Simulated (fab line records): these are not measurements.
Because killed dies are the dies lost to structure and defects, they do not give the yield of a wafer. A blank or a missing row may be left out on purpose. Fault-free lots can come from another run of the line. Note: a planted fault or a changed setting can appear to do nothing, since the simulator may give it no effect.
fab line records	flow sky130
record: lots: 15	wafers: 45	last-day: 50
route steps=708 shown VT_ADJUST_LVTN@106 VT_ADJUST_HVTR@141 SONOS_TUNNEL@160 SONOS_ONO@183
lots that met no fault: taken from a fault-free run of the same line
start-h: the number of hours between the record's first day and the start of the first shown wafer of the lot	wait-h: hours elapsed since this lot's preceding step	" as in the row above	L1.1+2: a row that stands for several wafers	- either no value or no given start	* or withheld: withheld	< > ~ a bound
route shown NAME@n: a module of which the file shows steps, and the number in the route of the first	usual: the fault-free wafers' mean and standard deviation	same: alike in all rows	chamber/n: place in a boat	sites: each site's reading	_std_site: their standard deviation	_edge_site: inner sites' mean taken away from outer sites' mean	radius-mm: for every site, how far away it sits from the centre of the wafer	mask NAME#n: copy n	behind: tool/chamber where the wafer was last shaped	hold: why the lot went on hold/how many hours it stayed there/how the hold came to an end	device: the n, p or np transistor that did not switch	end of line: the route-end tests of the same wafers	a step without rows: its recipe alone	killed: count of dies lost to structure and defects at first sort (not the wafer's yield)	map: shows each die of a wafer: x if killed, . if not, _ if none is there
set.NAME: setting as actually run; set.NAME@STEP: the setting as run at that earlier step	model.NAME: the simulator's own value behind a step, which no gauge read
steps of the route over a sample of lots; a table a step, a row a wafer
services: from which hour (start-h, from the record's first day; less than 0 if before it) a tool's chamber was out of use, for how many hours, and why
== steps ==
step: SKY_VT_ADJUST_LVTN_STRIP_09
recipe: chemistry: O2/N2	power-w: 1400	pressure-mtorr: 1500	platen-temp-c: withheld	o2-flow-sccm: 3000	n2-flow-sccm: 300	overash-fraction: 0.5
usual: drypump-motor-current-A: 5.5/0.47	oes-product-au: 0.723/0.0043	strip-time-to-endpoint-s: 36.94/0.1
lot.wafer	tool	chamber	start-h	wait-h	drypump-motor-current-A	oes-product-au	rf-hours-counter-h	strip-time-to-endpoint-s
L320.1	plasma-asher-01	1	157.80	0.1	6.1	0.726	48	36.89
L320.2	"	0	"	"	5.0	0.720	48	36.86
L320.6	"	1	"	"	6.1	0.721	-	36.85
L321.1	plasma-asher-01	1	166.67	0.1	6.1	0.714	49	36.99
L321.4	"	0	"	"	4.9	0.722	-	36.86
L321.6	"	1	"	"	6.1	0.723	-	36.84
L323.1	plasma-asher-01	0	175.55	0.1	4.9	0.724	50	37.07
L323.4	"	1	"	"	6.1	0.722	-	36.89
L323.6	"	0	"	"	5.0	0.720	-	36.93
L326.2	plasma-asher-02	1	198.17	0.1	5.7	0.724	8	36.96
L326.3	"	1	"	"	5.7	0.723	-	36.98
L326.6	"	1	"	"	5.7	0.725	-	36.87
L327.1	plasma-asher-04	0	201.12	0.1	5.0	0.722	40	37.06
L327.3	"	1	"	"	6.4	0.718	-	37.01
L327.5	"	1	"	"	6.3	0.726	-	37.01
L328.1	plasma-asher-02	1	207.95	0.1	5.7	0.725	9	37.03
L328.3	"	1	"	"	5.7	0.720	-	36.84
L328.5	"	1	"	"	5.7	0.728	-	37.04
L329.1	plasma-asher-02	1	220.60	0.1	5.7	0.725	10	36.91
L329.4	"	0	"	"	5.3	0.718	-	36.85
L329.5	"	0	"	"	5.3	0.717	-	36.84
L330.1	plasma-asher-02	0	227.30	0.1	5.3	0.725	10	37.02
L330.4	"	0	"	"	5.3	0.725	-	37.02
L330.6	"	0	"	"	5.3	0.726	-	36.97
L332.1	plasma-asher-04	1	235.09	0.1	6.3	0.717	44	37.14
L332.2	"	0	"	"	5.0	0.718	44	37.18
L332.3	"	0	"	"	5.0	0.716	-	37.17
L333.2	plasma-asher-01	0	239.95	0.1	4.9	0.714	56	36.97
L333.3	"	0	"	"	5.0	0.715	-	36.90
L333.4	"	1	"	"	6.1	0.727	-	36.92
L334.1	plasma-asher-04	1	245.94	0.1	6.3	0.717	45	37.09
L334.5	"	0	"	"	5.0	0.723	-	36.87
L334.6	"	1	"	"	6.3	0.721	-	37.00
L338.3	plasma-asher-01	1	277.48	0.1	6.1	0.721	-	36.92
L338.4	"	0	"	"	5.0	0.722	-	37.08
L338.5	"	0	"	"	4.9	0.721	-	36.98
L339.2	plasma-asher-01	1	282.17	0.1	6.1	0.721	60	36.83
L339.5	"	1	"	"	6.1	0.718	-	36.84
L339.6	"	0	"	"	5.0	0.725	-	36.77
L340.2	plasma-asher-02	1	289.12	0.1	5.7	0.722	16	36.88
L340.3	"	0	"	"	5.3	0.725	-	36.96
L340.4	"	1	"	"	5.7	0.722	-	36.97
L341.1	plasma-asher-01	1	291.42	0.1	6.1	0.725	62	36.99
L341.2	"	0	"	"	5.0	0.724	62	36.96
L341.6	"	1	"	"	6.1	0.722	-	37.00
step: SKY_VT_ADJUST_HVTR_STRIP_10
recipe: chemistry: O2/N2	power-w: 1400	pressure-mtorr: 1500	platen-temp-c: withheld	o2-flow-sccm: 3000	n2-flow-sccm: 300	overash-fraction: 0.5
usual: drypump-motor-current-A: 5.6/0.33	oes-product-au: 0.715/0.0047	strip-time-to-endpoint-s: 14.21/0.038
lot.wafer	tool	chamber	start-h	wait-h	drypump-motor-current-A	oes-product-au	rf-hours-counter-h	strip-time-to-endpoint-s
L320.1	plasma-asher-03	1	223.09	0.1	5.8	0.725	49	14.24
L320.2	"	0	"	"	5.6	0.708	49	14.19
L320.6	"	0	"	"	5.6	0.716	-	14.17
L321.1	plasma-asher-03	1	232.67	0.1	5.8	0.723	50	14.24
L321.4	"	1	"	"	5.8	0.711	-	14.19
L321.6	"	0	"	"	5.5	0.718	-	14.19
L323.1	plasma-asher-02	0	242.59	0.1	5.3	0.717	12	14.26
L323.4	"	1	"	"	5.6	0.716	-	14.26
L323.6	"	1	"	"	5.7	0.719	-	14.22
L326.2	plasma-asher-02	0	266.86	0.1	5.3	0.714	14	14.20
L326.3	"	0	"	"	5.3	0.705	-	14.22
L326.6	"	0	"	"	5.3	0.715	-	14.22
L327.1	plasma-asher-03	1	269.84	0.1	5.8	0.709	53	14.23
L327.3	"	0	"	"	5.6	0.710	-	14.20
L327.5	"	0	"	"	5.6	0.711	-	14.20
L328.1	plasma-asher-02	1	278.46	0.1	5.7	0.718	15	14.14
L328.3	"	1	"	"	5.7	0.718	-	14.19
L328.5	"	0	"	"	5.3	0.714	-	14.15
L329.1	plasma-asher-04	1	291.96	0.1	6.3	0.709	49	14.25
L329.4	"	1	"	"	6.3	0.716	-	14.25
L329.5	"	0	"	"	5.0	0.715	-	14.22
L330.1	plasma-asher-04	0	299.79	0.1	5.1	0.705	50	14.24
L330.4	"	0	"	"	5.0	0.721	-	14.22
L330.6	"	1	"	"	6.3	0.716	-	14.19
L332.1	plasma-asher-02	0	308.71	0.1	5.3	0.715	18	14.26
L332.2	"	1	"	"	5.7	0.712	18	14.19
L332.3	"	0	"	"	5.3	0.707	-	14.22
L333.2	plasma-asher-02	0	314.23	0.1	5.3	0.706	19	14.31
L333.3	"	0	"	"	5.3	0.724	-	14.26
L333.4	"	1	"	"	5.7	0.717	-	14.28
L334.1	plasma-asher-03	1	320.96	0.1	5.8	0.709	58	14.14
L334.5	"	1	"	"	5.8	0.715	-	14.18
L334.6	"	0	"	"	5.6	0.711	-	14.14
L338.3	plasma-asher-03	1	355.39	0.1	5.8	0.714	-	14.18
L338.4	"	0	"	"	5.6	0.725	-	14.16
L338.5	"	1	"	"	5.8	0.723	-	14.18
L339.2	plasma-asher-02	1	361.46	0.1	5.7	0.707	24	14.27
L339.5	"	1	"	"	5.7	0.715	-	14.18
L339.6	"	0	"	"	5.3	0.707	-	14.21
L340.2	plasma-asher-03	0	369.06	0.1	5.6	0.718	63	14.23
L340.3	"	0	"	"	5.6	0.717	-	14.21
L340.4	"	1	"	"	5.8	0.714	-	14.23
L341.1	plasma-asher-03	0	372.34	0.1	5.6	0.720	63	14.26
L341.2	"	1	"	"	5.8	0.722	63	14.23
L341.6	"	0	"	"	5.6	0.712	-	14.23
step: SKY_SONOS_TUNNEL_DEVELOP_06
recipe: resist: NOVOLAK	developer: TMAH	develop-time-s: 60	dev-temp-c: 23
usual: chill-plate-temp-C: 23.01/0.12	develop-time-s: 60/0
lot.wafer	tool	chamber	start-h	wait-h	chill-plate-temp-C	develop-time-s
L320.1	litho-track-03	0	268.71	0.1	22.90	60
L320.2	"	0	"	"	22.96	60
L320.6	"	0	"	"	22.93	60
L321.1	litho-track-02	0	280.36	0.1	23.06	60
L321.4	"	0	"	"	23.06	60
L321.6	"	0	"	"	22.96	60
L323.1	litho-track-03	0	291.81	0.1	22.92	60
L323.4	"	0	"	"	22.97	60
L323.6	"	0	"	"	23.03	60
L326.2	litho-track-03	0	317.78	0.1	23.15	60
L326.3	"	0	"	"	23.04	60
L326.6	"	0	"	"	23.16	60
L327.1	litho-track-03	0	321.06	0.1	23.05	60
L327.3	"	0	"	"	22.91	60
L327.5	"	0	"	"	22.87	60
L328.1	litho-track-02	0	329.71	0.1	22.80	60
L328.3	"	0	"	"	22.91	60
L328.5	"	0	"	"	22.86	60
L329.1	litho-track-04	0	344.78	0.1	23.11	60
L329.4	"	0	"	"	23.09	60
L329.5	"	0	"	"	22.99	60
L330.1	litho-track-03	0	352.06	0.1	23.15	60
L330.4	"	0	"	"	23.37	60
L330.6	"	0	"	"	23.43	60
L332.1	litho-track-04	-	361.93	0.1	-	-
L332.2	"	-	"	"	-	-
L332.3	"	-	"	"	-	-
L333.2	litho-track-02	-	367.54	0.1	-	-
L333.3	"	-	"	"	-	-
L333.4	"	-	"	"	-	-
L334.1	litho-track-03	-	375.76	0.1	-	-
L334.5	"	-	"	"	-	-
L334.6	"	-	"	"	-	-
L338.3	litho-track-02	0	412.36	0.1	23.21	60
L338.4	"	0	"	"	23.01	60
L338.5	"	0	"	"	23.09	60
L339.2	litho-track-03	0	419.28	0.1	23.03	60
L339.5	"	0	"	"	22.98	60
L339.6	"	0	"	"	23.09	60
L340.2	litho-track-02	0	428.44	0.1	23.01	60
L340.3	"	0	"	"	22.95	60
L340.4	"	0	"	"	23.06	60
L341.1	litho-track-02	0	431.76	0.1	22.88	60
L341.2	"	0	"	"	22.81	60
L341.6	"	0	"	"	22.94	60
step: SKY_SONOS_ONO_ETCH_15
recipe: target-depth-nm: 19.52	chemistry: CHF3/O2	source-w: 600	bias-w: 200	pressure-mtorr: 40	chf3-flow-sccm: 50	O2_flow_sccm: 5	time-s: 7.8
usual: drypump-motor-current-A: 5.7/0.48	oes-product-au: 1.001/0.0086	throttle-valve-pct: 8.825/0.0082
same: time-s: 7.8
lot.wafer	tool	chamber	start-h	wait-h	drypump-motor-current-A	oes-product-au	rf-hours-counter-h	throttle-valve-pct
L320.1	rie-diel-02	1	297.86	0.0	5.5	0.997	22	8.822
L320.2	"	3	"	"	5.8	0.997	11	8.817
L320.6	"	2	"	"	5.5	0.991	-	8.823
L321.1	rie-diel-04	3	312.01	0.0	5.0	0.996	17	8.833
L321.4	"	0	"	"	5.2	0.981	121	8.820
L321.6	"	1	"	"	4.9	0.978	-	8.827
L323.1	rie-diel-01	2	322.01	0.0	6.2	1.003	104	8.828
L323.4	"	1	"	"	5.6	0.995	8	8.830
L323.6	"	1	"	"	5.6	0.999	-	8.817
L326.2	rie-diel-01	1	351.46	0.0	5.6	1.005	9	8.830
L326.3	"	3	"	"	6.5	1.007	6	8.845
L326.6	"	2	"	"	6.2	1.001	-	8.829
L327.1	rie-diel-02	3	354.43	0.0	5.9	1.004	12	8.835
L327.3	"	2	"	"	5.5	0.988	4	8.830
L327.5	"	1	"	"	5.5	0.997	-	8.821
L328.1	rie-diel-04	2	362.56	0.0	5.9	1.000	6	8.828
L328.3	"	3	"	"	4.9	1.007	19	8.828
L328.5	"	3	"	"	5.0	0.995	-	8.813
L329.1	rie-diel-01	1	378.86	0.0	5.6	1.010	9	8.837
L329.4	"	2	"	"	6.2	1.003	105	8.827
L329.5	"	1	"	"	5.6	0.997	-	8.815
L330.1	rie-diel-01	3	387.22	0.0	6.5	1.007	6	8.830
L330.4	"	1	"	"	5.6	0.998	9	8.817
L330.6	"	2	"	"	6.2	0.998	-	8.830
L338.3	rie-diel-04	3	447.61	0.0	4.9	1.003	20	8.815
L338.4	"	2	"	"	5.9	1.000	7	8.824
L338.5	"	1	"	"	4.9	0.988	-	8.829
L339.2	rie-diel-02	3	456.02	0.0	5.8	1.014	13	8.835
L339.5	"	1	"	"	5.5	1.010	-	8.823
L339.6	"	0	"	"	5.9	1.022	-	8.826
L340.2	rie-diel-02	1	467.06	0.0	5.5	1.002	25	8.823
L340.3	"	3	"	"	5.9	1.003	14	8.821
L340.4	"	2	"	"	5.5	1.009	-	8.806
L341.1	rie-diel-01	2	471.76	0.0	6.2	1.007	1	8.818
L341.2	"	3	"	"	6.5	1.003	8	8.817
L341.6	"	2	"	"	6.2	1.008	-	8.826
== services ==
tool	chamber	start-h	hours	kind
rie-diel-02	3	146.27	18.0	repair
rie-diel-01	0	157.93	4.4	repair
rie-diel-01	1	191.29	1.4	repair
plasma-asher-02	-	193.60	2.8	repair
rie-diel-02	-	204.29	0.6	repair
rie-diel-04	-	205.43	0.1	repair
rie-diel-02	0	217.27	8.4	repair
rie-diel-01	0	232.94	5.9	repair
rie-diel-02	0	239.89	4.9	repair
rie-diel-01	2	281.69	3.4	repair
rie-diel-01	-	286.58	15.6	pm
rie-diel-04	2	291.33	11.4	repair
plasma-asher-04	-	308.00	13.5	repair
rie-diel-02	3	317.67	3.5	repair
rie-diel-02	-	341.01	2.8	pm
plasma-asher-03	-	350.24	0.6	repair
rie-diel-01	0	351.26	4.4	repair
plasma-asher-04	-	353.76	5.7	repair
rie-diel-02	-	378.65	0.5	repair
rie-diel-04	0	384.30	5.2	repair
plasma-asher-03	-	418.02	2.5	repair
plasma-asher-01	-	421.30	9.0	pm
rie-diel-01	1	458.63	11.1	repair
plasma-asher-02	-	470.95	2.8	repair
== key ==
first-sign: step: SKY_SONOS_TUNNEL_DEVELOP_06	reading: tool-record	direction: missing
effect none on later readings
met-at SKY_SONOS_TUNNEL_DEVELOP_06
struck-lots L332,L333,L334
later-rows-left-out L332.1,L332.2,L332.3,L333.2,L333.3,L333.4,L334.1,L334.5,L334.6
sort-left-out L332.1,L332.2,L332.3,L333.2,L333.3,L333.4,L334.1,L334.5,L334.6
tester-left-out L332,L333,L334
not-acting-at SKY_VT_ADJUST_LVTN_STRIP_09,SKY_VT_ADJUST_HVTR_STRIP_10,SKY_SONOS_ONO_ETCH_15
onset-between 352.06 361.93
fault: kind: skipped-step-whole	tool: litho-track-02,litho-track-03,litho-track-04	chamber: -	onset-h: 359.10	steps: SKY_SONOS_TUNNEL_DEVELOP_06	scope: struck-lots-only
tester-left-out: of these lots the tester's yield and bins aren't shown, on N5 and GAA mostly nor the transistor test; their killed dies are dies lost to structure and defects alone, not to doping, threshold or leakage, so they don't give the yield
sort-left-out: the simulated sort isn't trusted on such a fault, so these wafers' sort isn't shown, and their yield isn't known
later-rows-left-out: the simulator's readings of these wafers behind a module that went badly wrong aren't trusted and aren't shown, but for the sort
